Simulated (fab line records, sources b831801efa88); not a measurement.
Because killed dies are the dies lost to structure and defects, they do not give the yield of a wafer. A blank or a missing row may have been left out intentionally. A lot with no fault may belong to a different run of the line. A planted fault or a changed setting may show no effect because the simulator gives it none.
Chamber matching -- flow sky130 -- 4 sister chambers for SKY_CONTACT_CMP_04 on cmp-01
The step polishes SiO2. 39 wafers are shown with their chamber, then 12 later ones without.

== EACH WAFER AND ITS CHAMBER ==
wafer,chamber,motor_current_A (A),time_to_endpoint_s (s)
L074.1,3,12.9,83
L074.3,2,12.5,87
L074.5,3,13.3,88
L074.2,1,12.8,85
L074.4,0,12.2,88
L074.6,0,12.7,83
L075.3,3,12.5,86
L075.4,1,13.2,80
L075.5,3,13.1,90
L076.2,2,12.3,85
L076.5,2,12.8,85
L076.6,3,12.7,87
L078.3,1,13.8,78
L078.4,0,11.4,81
L078.6,3,12.4,84
L079.1,2,12.6,81
L079.3,0,11.8,81
L079.5,2,12.4,80
L080.1,3,13.9,80
L080.2,1,14.8,76
L080.6,3,13.0,85
L084.1,2,12.9,87
L084.2,0,11.6,87
L084.3,3,13.4,83
L085.1,0,12.0,87
L085.2,1,13.8,85
L085.6,3,13.0,87
L086.2,1,13.9,83
L086.3,3,13.3,81
L086.6,2,12.8,81
L087.1,1,13.2,77
L087.5,0,11.6,81
L087.6,1,14.0,76
L088.1,0,11.5,85
L088.4,3,12.7,86
L088.6,3,12.2,81
L088.2,2,13.0,83
L088.3,1,14.4,81
L088.5,0,12.0,84

SIGNATURES (means of the wafers above)
reading,chamber 0,chamber 1,chamber 2,chamber 3,scatter within a chamber
motor_current_A,11.867,13.767,12.662,12.954,0.462
time_to_endpoint_s,84.11,80.11,83.62,84.69,3.07
Rule: a wafer's distance from a chamber is the root of the sum, over the readings, of the square of ((its reading less the chamber's mean) divided by the reading's scatter). The wafer belongs to the nearest chamber; if the next one is less than 2 further off, it can't be placed. The scatter: the root of (the sum of the squares of (reading less its chamber's mean) over the shown wafers, divided by (wafers less chambers)).

== WAFERS WHOSE CHAMBER IS MISSING ==
wafer,motor_current_A (A),time_to_endpoint_s (s)
L090.4,12.7,83
L090.5,12.3,85
L090.6,13.3,83
L093.2,13.2,82
L093.4,12.9,82
L093.5,13.1,81
L094.2,13.3,80
L094.3,13.5,77
L094.5,13.5,80
L094.1,12.8,81
L094.4,11.9,76
L094.6,13.4,80

== EACH ONE'S CHAMBER ==
wafer,from the rows above,in truth
L090.4,can't be placed: 2 or 3 or 0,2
L090.5,can't be placed: 2 or 0 or 3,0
L090.6,can't be placed: 3 or 1 or 2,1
L093.2,can't be placed: 3 or 2 or 1 or 0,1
L093.4,can't be placed: 2 or 3 or 1 or 0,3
L093.5,can't be placed: 3 or 2 or 1 or 0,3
L094.2,can't be placed: 1 or 3 or 2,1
L094.3,can't be placed: 1 or 3 or 2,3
L094.5,can't be placed: 1 or 3 or 2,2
L094.1,can't be placed: 2 or 3 or 1 or 0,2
L094.4,can't be placed: 0 or 2 or 3 or 1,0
L094.6,can't be placed: 1 or 3 or 2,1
0 of 12 placed correctly. Can't be placed from these rows: 12 (the true chamber is among the candidates in 12). 0 placed wrongly.
